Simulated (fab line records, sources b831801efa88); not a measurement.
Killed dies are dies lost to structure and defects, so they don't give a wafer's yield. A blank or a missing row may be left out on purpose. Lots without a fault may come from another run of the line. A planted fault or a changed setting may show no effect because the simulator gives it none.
fab line records | flow sky130
record lots=13 wafers=39 last_day=50
route steps=708 shown FIELD_ISO@15 PAD_OPEN@708
lots that met no fault: from a run of the same line without faults
start_h: hours from the record's first day to the start of the lot's first wafer shown | wait_h: hours since the lot's step before | " the same as in the row above | L1.1+2: a row that stands for several wafers | - no value, or no start given | * or withheld: withheld | < > ~ a bound
route shown NAME@n: a module of which the file shows steps, and the number in the route of the first | usual: mean/standard deviation of fault-free wafers | same: alike in all rows | chamber/n: place in a boat | sites: the reading at each site | _std_site: their standard deviation | _edge_site: outer sites' mean less inner sites' | radius_mm: how far each site lies from the wafer's centre | mask NAME#n: copy n | behind: the tool/chamber that last shaped the wafer | hold: why the lot was held/for how many hours/how that ended | device: the transistor (n, p or np) that didn't switch | end of line: the same wafers' tests at the end of the route | a step without rows: its recipe alone | killed: dies lost to structure and defects at the first sort, not the wafer's yield | map: a wafer's dies, x killed, . not, _ none there
set.NAME: the setting as run; set.NAME@STEP: as run at that earlier step | model.NAME: the simulator's own value behind a step, which no gauge read
steps of the route over a sample of lots; a table a step, a row a wafer
services: from which hour (start_h, from the record's first day; less than 0 if before it) a tool's chamber was out of use, for how many hours, and why
## steps
# step SKY_FIELD_ISO_ETCH_14
# recipe chemistry=N2/H2 target=BARC ion_energy_ev=200 source_w=516.5 bias_w=100 pressure_mtorr=30 n2_flow_sccm=100 h2_flow_sccm=200 stop_on=SiO2 time_s=45.9 target_depth_a=600
# usual bias_w=100.0/0.31 chamber_pressure_mTorr=29.997/0.029 drypump_motor_current_A=5.9/0.4 oes_product_au=0.855/0.005 throttle_valve_pct=13.223/0.0094
# columns lot.wafer tool chamber start_h wait_h bias_w chamber_pressure_mTorr drypump_motor_current_A oes_product_au rf_hours_counter_h throttle_valve_pct
L466.1 rie_diel-02 0 28.85 0.1 99.4 30.044 5.9 0.851 6 13.226
L466.3 " 2 " " 99.7 29.996 5.8 0.847 86 13.220
L466.6 " 3 " " 99.9 29.947 6.1 0.853 - 13.214
L467.3 rie_diel-01 1 36.08 0.1 100.0 30.044 5.3 0.864 118 13.217
L467.5 " 0 " " 99.3 29.995 6.4 0.853 - 13.215
L467.6 " 1 " " 100.2 29.966 5.3 0.854 - 13.231
L471.3 rie_diel-01 2 54.63 0.1 100.0 30.041 5.8 0.854 39 13.229
L471.4 " 1 " " 100.2 29.989 5.3 0.853 119 13.221
L471.5 " 2 " " 100.3 30.023 5.9 0.854 - 13.224
L476.1 rie_diel-02 0 81.43 0.1 99.7 30.000 5.9 0.849 7 13.205
L476.2 " 3 " " 99.8 29.994 6.1 0.862 43 13.214
L476.6 " 3 " " 99.5 30.017 6.1 0.850 - 13.237
L477.3 rie_diel-02 3 88.09 0.1 100.1 30.039 6.1 0.861 43 13.241
L477.5 " 3 " " 100.0 29.973 6.1 0.855 - 13.231
L477.6 " 0 " " 99.9 29.977 5.9 0.862 - 13.203
L478.1 rie_diel-01 0 90.98 0.1 100.2 29.999 6.3 0.851 5 13.222
L478.5 " 3 " " 100.1 30.025 5.8 0.858 - 13.214
L478.6 " 2 " " 100.1 29.999 5.9 0.861 - 13.219
L480.1 rie_diel-02 2 100.10 0.1 100.6 29.986 5.8 0.849 87 13.213
L480.5 " 1 " " 99.7 30.018 5.1 0.851 - 13.231
L480.6 " 2 " " 100.5 30.003 5.8 0.861 - 13.220
L481.3 rie_diel-01 0 108.83 0.1 100.3 29.983 6.4 0.860 5 13.217
L481.4 " 3 " " 100.3 30.007 5.7 0.854 5 13.230
L481.5 " 2 " " 100.1 29.951 5.9 0.854 - 13.225
L482.2 rie_diel-01 0 112.24 0.1 100.5 29.971 6.4 0.843 5 13.223
L482.3 " 3 " " 99.1 29.968 5.8 0.856 5 13.221
L482.6 " 1 " " 100.3 30.018 5.3 0.861 - 13.215
L483.1 rie_diel-03 2 116.60 0.1 99.8 30.001 5.3 0.857 0 13.223
L483.5 " 3 " " 99.5 30.005 6.3 0.855 - 13.231
L483.6 " 0 " " 99.7 30.018 6.4 0.856 - 13.233
L484.2 rie_diel-02 3 122.84 0.1 100.1 29.947 6.1 0.853 43 13.234
L484.5 " 2 " " 100.5 30.037 5.9 0.856 - 13.224
L484.6 " 1 " " 99.6 29.977 5.1 0.854 - 13.227
L486.2 rie_diel-01 0 132.89 0.1 99.7 29.961 6.3 0.847 6 13.226
L486.4 " 2 " " 100.2 29.973 5.9 0.856 41 13.217
L486.5 " 1 " " 100.2 29.938 5.3 0.854 - 13.209
L488.4 rie_diel-03 2 145.25 0.0 100.3 29.990 5.3 0.853 1 13.221
L488.5 " 2 " " 100.3 30.022 5.3 0.852 - 13.224
L488.6 " 1 " " 99.5 29.988 5.8 0.853 - 13.223
# step SKY_FIELD_ISO_WET_ETCH_21
# recipe chemistry=dHF dilution=100:1 target_depth_nm=20 dry=ipa_marangoni target=SiO2 temp_c=25 time_s=400
# usual bath_heat_duty_pct=6.2/1.1 run_length_s=429/3.6
# columns lot.wafer tool chamber start_h wait_h bath_heat_duty_pct run_length_s
L466.1 wet_bench-01 0 29.28 0.0 7.3 433
L466.3 " 0 " " 8.3 433
L466.6 " 0 " " 8.1 433
L467.3 wet_bench-03 0 36.51 0.0 5.3 432
L467.5 " 0 " " 4.0 432
L467.6 " 0 " " 5.4 432
L471.3 wet_bench-01 1 55.05 0.0 6.3 433
L471.4 " 1 " " 7.0 433
L471.5 " 1 " " 7.2 433
L476.1 wet_bench-02 1 81.87 0.0 - -
L476.2 " 1 " " - -
L476.6 " 1 " " - -
L477.3 wet_bench-01 3 88.53 0.0 - -
L477.5 " 3 " " - -
L477.6 " 3 " " - -
L478.1 wet_bench-01 2 91.40 0.0 - -
L478.5 " 2 " " - -
L478.6 " 2 " " - -
L480.1 wet_bench-03 3 100.53 0.0 6.2 431
L480.5 " 3 " " 6.5 431
L480.6 " 3 " " 6.6 431
L481.3 wet_bench-03 1 109.25 0.0 4.7 424
L481.4 " 1 " " 5.4 424
L481.5 " 1 " " 4.7 424
L482.2 wet_bench-01 0 112.67 0.0 8.7 425
L482.3 " 0 " " 8.1 425
L482.6 " 0 " " 8.3 425
L483.1 wet_bench-01 0 117.04 0.0 8.3 433
L483.5 " 0 " " 8.7 433
L483.6 " 0 " " 8.4 433
L484.2 wet_bench-01 0 123.27 0.0 8.5 425
L484.5 " 0 " " 7.6 425
L484.6 " 0 " " 7.8 425
L486.2 wet_bench-01 3 133.31 0.0 5.3 426
L486.4 " 3 " " 5.5 426
L486.5 " 3 " " 4.9 426
L488.4 wet_bench-01 2 145.68 0.0 6.1 433
L488.5 " 2 " " 5.6 433
L488.6 " 2 " " 5.7 433
# step SKY_FIELD_ISO_THK_MEAS_25
# recipe reads=SiO2_of_FIELD_ISO_CVD_24
# usual FIELD_ISO_CVD_24_THK=596/5.7
# columns lot.wafer tool chamber start_h wait_h FIELD_ISO_CVD_24_THK[nm]
L466.1 film_metro-02 - 30.72 0.0 594
L466.3 " - " " 593
L466.6 " - " " 588
L467.3 film_metro-02 - 38.33 0.1 596
L467.5 " - " " 592
L467.6 " - " " 594
L471.3 film_metro-02 - 56.65 0.1 593
L471.4 " - " " 590
L471.5 " - " " 596
L476.1 film_metro-01 - 83.32 0.0 595
L476.2 " - " " 589
L476.6 " - " " 593
L477.3 film_metro-01 - 91.51 0.1 598
L477.5 " - " " 597
L477.6 " - " " 590
L478.1 film_metro-02 - 93.01 0.0 600
L478.5 " - " " 595
L478.6 " - " " 599
L480.1 film_metro-01 - 102.73 0.0 599
L480.5 " - " " 603
L480.6 " - " " 593
L481.3 film_metro-04 - 111.08 0.1 593
L481.4 " - " " 586
L481.5 " - " " 597
L482.2 film_metro-04 - 114.46 0.0 604
L482.3 " - " " 598
L482.6 " - " " 598
L483.1 film_metro-01 - 118.47 0.0 594
L483.5 " - " " 596
L483.6 " - " " 589
L484.2 film_metro-04 - 124.70 0.0 592
L484.5 " - " " 593
L484.6 " - " " 593
L486.2 film_metro-02 - 135.15 0.0 585
L486.4 " - " " 591
L486.5 " - " " 592
L488.4 film_metro-01 - 147.14 0.0 593
L488.5 " - " " 590
L488.6 " - " " 591
# step SKY_FIELD_ISO_CMP_27
# recipe stop_on=Si3N4 t_overpolish_s=16 down_force_psi=4 platen_rpm=60 target_thk_nm=457.8 pad_velocity_m_s=0.94248
# usual motor_current_A=11.9/0.51 slurry_flow_ml_min=149.9/0.46
# columns lot.wafer tool chamber start_h wait_h motor_current_A slurry_flow_ml_min
L466.1 cmp-02 1 33.13 0.0 10.5 150.3
L466.3 " 2 " " 11.4 150.4
L466.6 " 2 " " 11.5 149.6
L467.3 cmp-01 3 39.92 0.1 12.5 150.2
L467.5 " 2 " " 11.6 150.0
L467.6 " 3 " " 12.9 150.0
L471.4 cmp-02 0 59.44 0.1 12.4 149.6
L471.3 " 1 " " 11.4 149.8
L471.5 " 0 " " 12.2 149.8
L476.1 cmp-02 2 86.04 0.0 11.4 149.7
L476.2 " 3 " " 12.3 150.7
L476.6 " 3 " " 12.6 150.3
L477.3 cmp-01 0 94.52 0.1 12.0 150.2
L477.6 " 1 " " 12.0 151.0
L477.5 " 2 " " 12.1 149.9
L478.1 cmp-02 2 95.87 0.1 11.6 150.1
L478.5 " 3 " " 12.4 150.4
L478.6 " 0 " " 11.5 149.7
L480.1 cmp-02 1 105.38 0.1 11.1 149.6
L480.6 " 3 " " 11.6 149.6
L480.5 " 0 " " 11.8 150.1
L481.4 cmp-02 2 112.62 0.0 11.4 149.5
L481.3 " 0 " " 11.9 149.8
L481.5 " 3 " " 12.8 150.3
L482.2 cmp-02 3 116.91 0.1 12.4 149.5
L482.3 " 1 " " 11.6 150.2
L482.6 " 3 " " 12.4 150.3
L483.1 cmp-02 3 120.08 0.1 11.6 150.5
L483.5 " 2 " " 12.1 150.4
L483.6 " 3 " " 12.0 150.6
L484.2 cmp-02 2 126.67 0.4 11.5 149.2
L484.5 " 3 " " 11.9 150.6
L484.6 " 0 " " 11.9 149.7
L486.4 cmp-01 1 136.70 0.0 11.8 150.0
L486.2 " 0 " " 11.6 149.5
L486.5 " 2 " " 11.8 150.2
L488.4 cmp-01 1 148.77 0.1 12.0 150.2
L488.6 " 3 " " 12.9 150.0
L488.5 " 0 " " 12.9 149.8
# step SKY_PAD_OPEN_PROBE_99
# usual killed_at_M0_to_M3=43/6.6 killed_at_M4_up=3.4/1.8 killed_at_contacts=24/4.9 killed_at_front_end=15/4.1 killed_at_other=0.3/0.55 killed_dies=85/8.8 killed_open=46/6.1 killed_short=39/5.7
# same gross_dies=492 killed_at_back_side=0
# columns lot.wafer tool chamber start_h wait_h killed_at_M0_to_M3 killed_at_M4_up killed_at_contacts killed_at_front_end killed_at_other killed_dies killed_open killed_short
L466.1 prober-02 - 1081.43 0.1 54 2 21 25 1 103 66 37
L466.3 prober-02 - 1081.53 0.2 60 4 16 13 1 94 51 43
L466.6 prober-02 - 1081.68 0.2 44 2 25 18 0 89 53 36
L467.3 prober-01 - 1093.40 0.2 32 7 16 15 0 70 41 29
L467.5 prober-01 - 1093.50 0.2 26 5 20 9 1 61 29 31
L467.6 prober-01 - 1093.55 0.2 37 2 29 20 1 89 48 41
L471.3 prober-01 - 1104.49 0.2 42 2 22 18 0 84 51 33
L471.4 prober-01 - 1104.54 0.2 43 0 22 13 1 79 44 35
L471.5 prober-01 - 1104.59 0.2 42 2 26 13 1 84 49 34
L476.1 prober-02 - 1139.27 0.1 49 2 21 14 0 86 47 39
L476.2 prober-02 - 1139.32 0.1 38 3 18 10 0 69 40 29
L476.6 prober-02 - 1139.52 0.2 37 0 29 15 0 81 51 30
L477.3 prober-01 - 1145.80 0.2 39 5 35 12 0 91 42 49
L477.5 prober-01 - 1145.90 0.2 41 7 35 12 0 95 52 42
L477.6 prober-01 - 1145.95 0.2 37 3 38 8 0 86 47 39
L478.1 prober-02 - 1149.41 0.1 52 2 23 12 0 89 39 50
L478.5 prober-02 - 1149.61 0.2 29 5 18 18 0 70 43 27
L478.6 prober-02 - 1149.66 0.2 47 6 21 19 0 93 52 40
L480.1 prober-02 - 1155.20 0.1 46 7 16 23 0 92 51 41
L480.5 prober-02 - 1155.40 0.2 46 1 25 22 1 95 50 44
L480.6 prober-02 - 1155.45 0.2 49 5 30 12 1 97 53 44
L481.3 prober-01 - 1161.33 0.2 39 3 19 14 0 75 44 30
L481.4 prober-01 - 1161.38 0.2 52 4 26 11 0 93 52 40
L481.5 prober-01 - 1161.43 0.2 53 1 22 12 0 88 53 35
L482.2 prober-02 - 1167.98 0.1 37 3 24 20 0 84 45 39
L482.3 prober-02 - 1168.03 0.2 45 6 17 14 0 82 40 42
L482.6 prober-02 - 1168.18 0.2 38 4 21 18 0 81 47 34
L483.1 prober-01 - 1174.40 0.1 45 5 19 14 0 83 46 37
L483.5 prober-01 - 1174.60 0.2 29 4 29 22 0 84 50 34
L483.6 prober-01 - 1174.65 0.2 33 2 27 18 0 80 45 35
L484.2 prober-02 - 1182.06 0.1 48 8 28 20 0 104 50 54
L484.5 prober-02 - 1182.21 0.2 41 7 28 17 1 94 49 43
L484.6 prober-02 - 1182.26 0.2 44 3 18 17 0 82 41 41
L486.2 prober-02 - 1185.06 0.1 36 1 20 12 0 69 44 25
L486.4 prober-02 - 1185.16 0.2 43 1 21 20 0 85 46 39
L486.5 prober-02 - 1185.21 0.2 37 3 26 13 1 80 51 28
L488.4 prober-02 - 1198.31 0.2 42 3 25 20 1 91 43 46
L488.5 prober-02 - 1198.36 0.2 58 5 26 16 0 105 55 49
L488.6 prober-02 - 1198.41 0.2 45 3 22 13 0 83 46 37
# killed by level:class
L466.1 VIA1:geometric_particle:open=19 CONTACT:geometric_particle:open=10 VIA3:geometric_particle:open=9 POLY_GATE:geometric_particle:open=7 FIELD_ISO:geometric_particle:open=6 VIA2:geometric_particle:short=6 VIA2:geometric_particle:open=5 LI_CONTACT:geometric_particle:open=4
L466.3 VIA1:geometric_particle:open=17 VIA3:geometric_particle:open=9 METAL2:geometric_particle:short=8 VIA2:geometric_particle:open=7 CONTACT:geometric_particle:open=7 METAL1:geometric_particle:short=7 POLY_GATE:geometric_particle:short=5 POLY_GATE:geometric_particle:open=4
L466.6 VIA1:geometric_particle:open=13 CONTACT:geometric_particle:open=11 VIA3:geometric_particle:open=10 LI_CONTACT:geometric_particle:open=6 FIELD_ISO:geometric_particle:short=5 METAL2:geometric_particle:short=5 POLY_GATE:geometric_particle:short=4 LOCAL_INTERCONNECT:geometric_particle:short=4
L467.3 VIA1:geometric_particle:open=7 FIELD_ISO:geometric_particle:open=6 FIELD_ISO:geometric_particle:short=6 CONTACT:geometric_particle:open=6 VIA2:geometric_particle:open=6 METAL4:geometric_particle:short=6 LOCAL_INTERCONNECT:geometric_particle:short=5 METAL1:geometric_particle:open=4
L467.5 VIA1:geometric_particle:open=9 LI_CONTACT:geometric_particle:open=7 METAL1:geometric_particle:short=6 FIELD_ISO:geometric_particle:short=4 CONTACT:geometric_particle:short=4 CONTACT:geometric_particle:open=4 METAL4:geometric_particle:short=4 METAL2:geometric_particle:short=3
L467.6 VIA1:geometric_particle:open=13 CONTACT:geometric_particle:open=9 CONTACT:geometric_particle:short=9 POLY_GATE:geometric_particle:short=7 VIA2:geometric_particle:open=6 LI_CONTACT:geometric_particle:open=5 VIA3:geometric_particle:open=5 FIELD_ISO:geometric_particle:short=4
L471.3 VIA1:geometric_particle:open=11 VIA3:geometric_particle:open=7 CONTACT:geometric_particle:short=6 CONTACT:geometric_particle:open=6 FIELD_ISO:geometric_particle:open=5 LI_CONTACT:geometric_particle:open=5 METAL1:geometric_particle:short=5 METAL2:geometric_particle:short=5
L471.4 VIA1:geometric_particle:open=11 METAL1:geometric_particle:short=9 LI_CONTACT:geometric_particle:open=7 FIELD_ISO:geometric_particle:open=6 CONTACT:geometric_particle:open=6 VIA1:geometric_particle:short=6 VIA2:geometric_particle:open=4 METAL2:geometric_particle:short=4
L471.5 CONTACT:geometric_particle:open=9 LI_CONTACT:geometric_particle:open=8 VIA1:geometric_particle:open=8 VIA3:geometric_particle:open=8 CONTACT:geometric_particle:short=5 METAL1:geometric_particle:short=5 METAL2:geometric_particle:short=5 FIELD_ISO:geometric_particle:open=4
L476.1 VIA1:geometric_particle:open=12 METAL1:geometric_particle:short=9 CONTACT:geometric_particle:open=7 VIA3:geometric_particle:open=7 VIA1:geometric_particle:short=6 LI_CONTACT:geometric_particle:open=6 METAL2:geometric_particle:short=4 FIELD_ISO:geometric_particle:short=3
L476.2 METAL2:geometric_particle:short=9 VIA1:geometric_particle:open=8 CONTACT:geometric_particle:open=7 LI_CONTACT:geometric_particle:open=6 METAL1:geometric_particle:short=6 VIA2:geometric_particle:open=5 VIA3:geometric_particle:open=4 FIELD_ISO:geometric_particle:open=3
L476.6 CONTACT:geometric_particle:open=12 LI_CONTACT:geometric_particle:open=11 VIA1:geometric_particle:open=10 POLY_GATE:geometric_particle:short=5 METAL3:geometric_particle:short=5 FIELD_ISO:geometric_particle:open=4 METAL1:geometric_particle:open=4 METAL2:geometric_particle:short=3
L477.3 LI_CONTACT:geometric_particle:open=10 CONTACT:geometric_particle:short=7 LOCAL_INTERCONNECT:geometric_particle:short=6 VIA1:geometric_particle:short=6 METAL2:geometric_particle:short=6 VIA3:geometric_particle:open=6 LI_CONTACT:geometric_particle:short=5 CONTACT:geometric_particle:open=5
L477.5 CONTACT:geometric_particle:open=10 LI_CONTACT:geometric_particle:open=9 VIA1:geometric_particle:open=7 VIA3:geometric_particle:open=7 CONTACT:geometric_particle:short=6 METAL1:geometric_particle:short=6 VIA2:geometric_particle:open=6 LOCAL_INTERCONNECT:geometric_particle:short=5
L477.6 CONTACT:geometric_particle:open=15 LI_CONTACT:geometric_particle:open=10 LOCAL_INTERCONNECT:geometric_particle:short=7 VIA1:geometric_particle:short=7 VIA1:geometric_particle:open=5 METAL2:geometric_particle:open=4 VIA3:geometric_particle:open=4 METAL2:geometric_particle:short=4
L478.1 VIA1:geometric_particle:open=12 METAL1:geometric_particle:short=10 METAL2:geometric_particle:short=8 LOCAL_INTERCONNECT:geometric_particle:short=7 CONTACT:geometric_particle:open=6 VIA2:geometric_particle:open=6 LI_CONTACT:geometric_particle:open=5 VIA1:geometric_particle:short=5
L478.5 VIA1:geometric_particle:open=8 FIELD_ISO:geometric_particle:short=6 VIA3:geometric_particle:open=6 VIA2:geometric_particle:open=6 LOCAL_INTERCONNECT:geometric_particle:short=6 CONTACT:geometric_particle:open=6 FIELD_ISO:geometric_particle:open=5 LI_CONTACT:geometric_particle:open=5
L478.6 VIA1:geometric_particle:open=10 VIA2:geometric_particle:open=8 CONTACT:geometric_particle:open=7 METAL2:geometric_particle:short=7 VIA3:geometric_particle:open=6 LI_CONTACT:geometric_particle:short=5 FIELD_ISO:geometric_particle:open=4 POLY_GATE:geometric_particle:open=4
L480.1 VIA1:geometric_particle:open=14 LI_CONTACT:geometric_particle:open=7 VIA1:geometric_particle:short=7 FIELD_ISO:geometric_particle:open=6 VIA2:geometric_particle:open=6 FIELD_ISO:geometric_particle:short=5 METAL4:geometric_particle:short=5 METAL3:geometric_particle:short=5
L480.5 CONTACT:geometric_particle:open=15 VIA1:geometric_particle:short=8 VIA1:geometric_particle:open=8 VIA3:geometric_particle:open=7 POLY_GATE:geometric_particle:short=6 METAL1:geometric_particle:short=5 METAL2:geometric_particle:short=5 POLY_GATE:geometric_particle:open=4
L480.6 CONTACT:geometric_particle:open=11 LI_CONTACT:geometric_particle:open=9 VIA1:geometric_particle:open=8 METAL2:geometric_particle:short=8 CONTACT:geometric_particle:short=7 VIA1:geometric_particle:short=7 VIA3:geometric_particle:open=6 VIA2:geometric_particle:open=6
L481.3 VIA1:geometric_particle:open=11 CONTACT:geometric_particle:open=7 FIELD_ISO:geometric_particle:open=6 METAL1:geometric_particle:short=5 LI_CONTACT:geometric_particle:open=4 LOCAL_INTERCONNECT:geometric_particle:short=4 VIA2:geometric_particle:open=4 POLY_GATE:geometric_particle:short=3
L481.4 VIA2:geometric_particle:open=11 VIA1:geometric_particle:open=9 LI_CONTACT:geometric_particle:open=7 METAL2:geometric_particle:short=7 LOCAL_INTERCONNECT:geometric_particle:short=6 CONTACT:geometric_particle:open=6 VIA3:geometric_particle:open=6 CONTACT:geometric_particle:short=5
L481.5 VIA1:geometric_particle:open=12 VIA3:geometric_particle:open=10 CONTACT:geometric_particle:open=9 LI_CONTACT:geometric_particle:open=8 VIA1:geometric_particle:short=8 VIA2:geometric_particle:open=7 METAL1:geometric_particle:short=5 METAL2:geometric_particle:short=5
L482.2 VIA1:geometric_particle:open=9 VIA2:geometric_particle:open=8 LOCAL_INTERCONNECT:geometric_particle:short=7 LI_CONTACT:geometric_particle:open=6 FIELD_ISO:geometric_particle:short=5 FIELD_ISO:geometric_particle:open=4 LI_CONTACT:geometric_particle:short=4 METAL1:geometric_particle:short=4
L482.3 METAL2:geometric_particle:short=11 CONTACT:geometric_particle:open=7 VIA1:geometric_particle:open=7 VIA2:geometric_particle:open=7 LI_CONTACT:geometric_particle:open=5 POLY_GATE:geometric_particle:short=5 METAL1:geometric_particle:short=5 VIA3:geometric_particle:open=5
L482.6 CONTACT:geometric_particle:open=10 VIA2:geometric_particle:open=8 VIA1:geometric_particle:open=6 FIELD_ISO:geometric_particle:open=5 FIELD_ISO:geometric_particle:short=4 VIA3:geometric_particle:open=4 CONTACT:geometric_particle:short=4 METAL2:geometric_particle:short=4
L483.1 VIA1:geometric_particle:open=8 VIA2:geometric_particle:open=7 VIA3:geometric_particle:open=6 VIA1:geometric_particle:short=6 METAL2:geometric_particle:short=6 POLY_GATE:geometric_particle:open=5 LI_CONTACT:geometric_particle:open=5 LOCAL_INTERCONNECT:geometric_particle:short=5
L483.5 CONTACT:geometric_particle:open=12 CONTACT:geometric_particle:short=9 VIA2:geometric_particle:open=9 VIA1:geometric_particle:open=8 FIELD_ISO:geometric_particle:short=6 FIELD_ISO:geometric_particle:open=5 POLY_GATE:geometric_particle:open=5 LI_CONTACT:geometric_particle:open=4
L483.6 CONTACT:geometric_particle:open=10 VIA1:geometric_particle:open=9 FIELD_ISO:geometric_particle:short=6 LI_CONTACT:geometric_particle:open=6 FIELD_ISO:geometric_particle:open=5 VIA2:geometric_particle:short=5 VIA2:geometric_particle:open=5 LOCAL_INTERCONNECT:geometric_particle:short=4
L484.2 LI_CONTACT:geometric_particle:open=9 CONTACT:geometric_particle:open=9 VIA1:geometric_particle:short=9 VIA3:geometric_particle:open=8 METAL1:geometric_particle:short=7 VIA1:geometric_particle:open=6 METAL4:geometric_particle:short=5 POLY_GATE:geometric_particle:open=5
L484.5 VIA1:geometric_particle:open=15 CONTACT:geometric_particle:open=10 VIA2:geometric_particle:open=8 LOCAL_INTERCONNECT:geometric_particle:short=7 METAL4:geometric_particle:short=6 CONTACT:geometric_particle:short=5 FIELD_ISO:geometric_particle:short=4 POLY_GATE:geometric_particle:short=4
L484.6 METAL1:geometric_particle:short=9 POLY_GATE:geometric_particle:short=7 VIA3:geometric_particle:open=7 VIA2:geometric_particle:open=6 CONTACT:geometric_particle:open=6 CONTACT:geometric_particle:short=5 POLY_GATE:geometric_particle:open=4 METAL2:geometric_particle:short=4
L486.2 VIA1:geometric_particle:open=14 CONTACT:geometric_particle:open=8 LI_CONTACT:geometric_particle:open=6 LOCAL_INTERCONNECT:geometric_particle:short=5 POLY_GATE:geometric_particle:open=4 VIA2:geometric_particle:open=4 METAL2:geometric_particle:short=4 VIA3:geometric_particle:open=4
L486.4 VIA1:geometric_particle:open=12 LI_CONTACT:geometric_particle:open=9 FIELD_ISO:geometric_particle:short=6 LI_CONTACT:geometric_particle:short=5 CONTACT:geometric_particle:open=5 METAL2:geometric_particle:short=5 VIA2:geometric_particle:open=5 VIA3:geometric_particle:open=5
L486.5 CONTACT:geometric_particle:open=12 VIA2:geometric_particle:open=10 VIA1:geometric_particle:open=9 LOCAL_INTERCONNECT:geometric_particle:short=7 VIA3:geometric_particle:open=7 POLY_GATE:geometric_particle:open=5 FIELD_ISO:geometric_particle:short=3 FIELD_ISO:geometric_particle:open=3
L488.4 CONTACT:geometric_particle:open=9 VIA1:geometric_particle:open=9 METAL1:geometric_particle:short=7 VIA3:geometric_particle:open=6 FIELD_ISO:geometric_particle:short=5 VIA1:geometric_particle:short=5 LI_CONTACT:geometric_particle:short=4 LI_CONTACT:geometric_particle:open=4
L488.5 CONTACT:geometric_particle:open=11 VIA1:geometric_particle:open=11 VIA2:geometric_particle:open=9 METAL2:geometric_particle:short=8 METAL1:geometric_particle:short=8 VIA3:geometric_particle:open=6 CONTACT:geometric_particle:short=5 LI_CONTACT:geometric_particle:short=4
L488.6 VIA1:geometric_particle:open=10 VIA2:geometric_particle:open=9 VIA3:geometric_particle:open=7 LI_CONTACT:geometric_particle:open=7 METAL2:geometric_particle:short=7 CONTACT:geometric_particle:open=6 CONTACT:geometric_particle:short=5 POLY_GATE:geometric_particle:short=3
## services
# columns tool chamber start_h hours kind
rie_diel-03 3 24.40 7.5 repair
cmp-01 - 28.14 4.5 repair
rie_diel-02 1 28.35 - clean
rie_diel-02 1 28.35 17.0 scheduled_down
rie_diel-02 1 28.35 17.0 vent_cycle
cmp-01 - 37.87 1.3 repair
cmp-02 - 50.08 1.6 repair
cmp-02 - 64.00 4.0 pm
cmp-02 - 68.00 - consumable_replace:conditioner
cmp-02 - 68.00 - consumable_replace:pad
rie_diel-01 - 71.12 14.6 pm
rie_diel-03 2 76.33 - clean
rie_diel-03 2 76.33 16.7 scheduled_down
rie_diel-03 2 76.33 16.7 vent_cycle
rie_diel-01 1 87.94 1.4 repair
cmp-01 - 97.70 0.5 repair
rie_diel-02 0 103.91 7.1 repair
rie_diel-01 1 116.92 12.5 repair
cmp-01 - 121.46 6.6 pm
cmp-02 - 130.80 3.9 repair
rie_diel-02 1 143.06 9.4 repair
rie_diel-03 - 145.69 0.4 repair
## key
first_sign step=SKY_FIELD_ISO_WET_ETCH_21 reading=tool_record direction=missing
effect none on later readings
met_at SKY_FIELD_ISO_WET_ETCH_21
struck_lots L476,L477,L478
tester_left_out L476,L477,L478
not_acting_at SKY_FIELD_ISO_ETCH_14,SKY_FIELD_ISO_THK_MEAS_25,SKY_FIELD_ISO_CMP_27
onset_between 55.05 81.87
fault kind=skipped_step_whole tool=wet_bench-01,wet_bench-02 chamber=- onset_h=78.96 steps=SKY_FIELD_ISO_WET_ETCH_21 scope=struck_lots_only
# tester_left_out: of these lots the tester's yield and bins aren't shown, on N5 and GAA mostly nor the transistor test; their killed dies are dies lost to structure and defects alone, not to doping, threshold or leakage, so they don't give the yield
